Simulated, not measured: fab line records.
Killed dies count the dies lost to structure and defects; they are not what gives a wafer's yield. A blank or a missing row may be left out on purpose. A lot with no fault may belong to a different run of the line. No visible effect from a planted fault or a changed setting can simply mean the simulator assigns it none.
The same fault as seen by 2 desks | flow gf180mcu | numbers are kept per desk, each desk with only its own; the story behind them comes last

AT THE TOOL OWNER'S DESK: cmp-02
The tool's own readings at GF_V5_CMP_04 (polishes SiO2): means of the sampled wafers that have a number, for each lot that ran on this tool. Any lot whose mean is over 4 standard deviations away from the usual mean is out of limits and marked OUT; that distance is given in the brackets.
Columns: A = motor-current-A at GF_V5_CMP_04, usual 12.7 A
lot  | first seen here | A
L950 | day 26 11:24    | 13.2
L952 | day 27 15:29    | 14.1
L956 | day 29 04:47    | 13.5
L958 | day 29 08:21    | 13.9
L959 | day 29 14:48    | 11.9
L961 | day 30 03:49    | 13.9
L962 | day 30 08:38    | 13.4
L965 | day 31 04:33    | 13.5
L966 | day 31 18:12    | 14.8
This desk found nothing out of limits on any of the 9 lots.

AT THE METROLOGY DESK
Means of the sampled wafers that have a number, per lot and without regard to the tool the lot ran on: this is what the gauges read. Any lot whose mean is over 4 standard deviations away from the usual mean is out of limits and marked OUT; that distance is given in the brackets.
Columns: A = V5_BOW at GF_V5_BOW_MEAS_05, usual 132 um
lot  | first seen here | A
L950 | day 26 11:37    | 143
L952 | day 27 15:45    | 117
L954 | day 28 01:02    | 129
L955 | day 28 11:07    | 138
L956 | day 29 05:06    | 140
L958 | day 29 08:37    | 127
L959 | day 29 15:06    | 133
L961 | day 30 04:08    | 130
L962 | day 30 08:59    | 128
L963 | day 30 22:49    | 135
L965 | day 31 04:47    | 127
L966 | day 31 18:31    | 121
This desk found nothing out of limits on any of the 12 lots.

BROUGHT TOGETHER
Nothing out of limits was seen by the tool owner's desk.
At the metrology desk, nothing out of limits was observed.

WHAT THE SIMULATOR PUT IN
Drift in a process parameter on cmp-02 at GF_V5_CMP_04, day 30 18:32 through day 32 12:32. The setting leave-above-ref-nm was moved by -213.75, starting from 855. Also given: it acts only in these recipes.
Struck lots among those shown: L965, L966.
